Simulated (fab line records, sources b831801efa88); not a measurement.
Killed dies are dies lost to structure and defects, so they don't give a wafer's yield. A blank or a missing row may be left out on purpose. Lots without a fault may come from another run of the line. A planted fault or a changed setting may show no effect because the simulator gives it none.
Chamber matching | flow gf180mcu | GF_V1_CMP_04 on cmp-01: 3 sister chambers
The step polishes SiO2. 16 wafers are shown with their chamber, then 5 later ones without.

WAFERS WITH THEIR CHAMBER
wafer  | chamber | motor_current_A (A) | slurry_flow_ml_min | time_to_endpoint_s (s)
L210.3 | 3       | 11.4                | 150.3              | 79
L210.4 | 1       | 11.6                | 149.8              | 85
L210.5 | 3       | 10.8                | 149.7              | 79
L211.2 | 1       | 11.3                | 150.2              | 81
L211.4 | 2       | 10.1                | 150.1              | 84
L211.5 | 2       | 10.3                | 150.0              | 88
L212.2 | 1       | 12.3                | 150.2              | 79
L212.3 | 2       | 10.3                | 149.8              | 86
L212.5 | 2       | 10.3                | 149.7              | 85
L213.3 | 2       | 10.6                | 149.6              | 81
L213.4 | 3       | 11.9                | 149.9              | 88
L213.5 | 3       | 11.4                | 149.8              | 80
L214.2 | 1       | 11.9                | 150.2              | 70
L214.5 | 1       | 12.1                | 150.4              | 76
L214.6 | 2       | 9.7                 | 149.7              | 79
L226.1 | 2       | 9.9                 | 149.8              | 80

SIGNATURES (means of the wafers above)
reading            | chamber 1 | chamber 2 | chamber 3 | scatter within a chamber
motor_current_A    | 11.840    | 10.171    | 11.375    | 0.369
slurry_flow_ml_min | 150.160   | 149.814   | 149.925   | 0.213
time_to_endpoint_s | 78.20     | 83.29     | 81.50     | 4.4
Rule: a wafer's distance from a chamber is the root of the sum, over the readings, of the square of ((its reading less the chamber's mean) divided by the reading's scatter). The wafer belongs to the nearest chamber; if the next one is less than 2 further off, it can't be placed. The scatter: the root of (the sum of the squares of (reading less its chamber's mean) over the shown wafers, divided by (wafers less chambers)).

WAFERS WITHOUT THEIR CHAMBER
wafer  | motor_current_A (A) | slurry_flow_ml_min | time_to_endpoint_s (s)
L226.6 | 10.9                | 149.6              | 86
L231.2 | 11.3                | 150.4              | 81
L231.5 | 11.4                | 150.1              | 85
L232.1 | 10.1                | 149.8              | 67
L232.3 | 11.7                | 150.3              | 84

WHICH CHAMBER EACH WENT THROUGH
wafer  | from the rows above          | in truth
L226.6 | can't be placed: 3 or 2 or 1 | 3
L231.2 | can't be placed: 1 or 3      | 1
L231.5 | can't be placed: 3 or 1      | 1
L232.1 | can't be placed: 2 or 3 or 1 | 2
L232.3 | can't be placed: 1 or 3      | 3
Placed correctly: 0 of 5. Can't be placed from these rows: 5 (the true chamber is among the candidates in 5). Placed wrongly: 0.
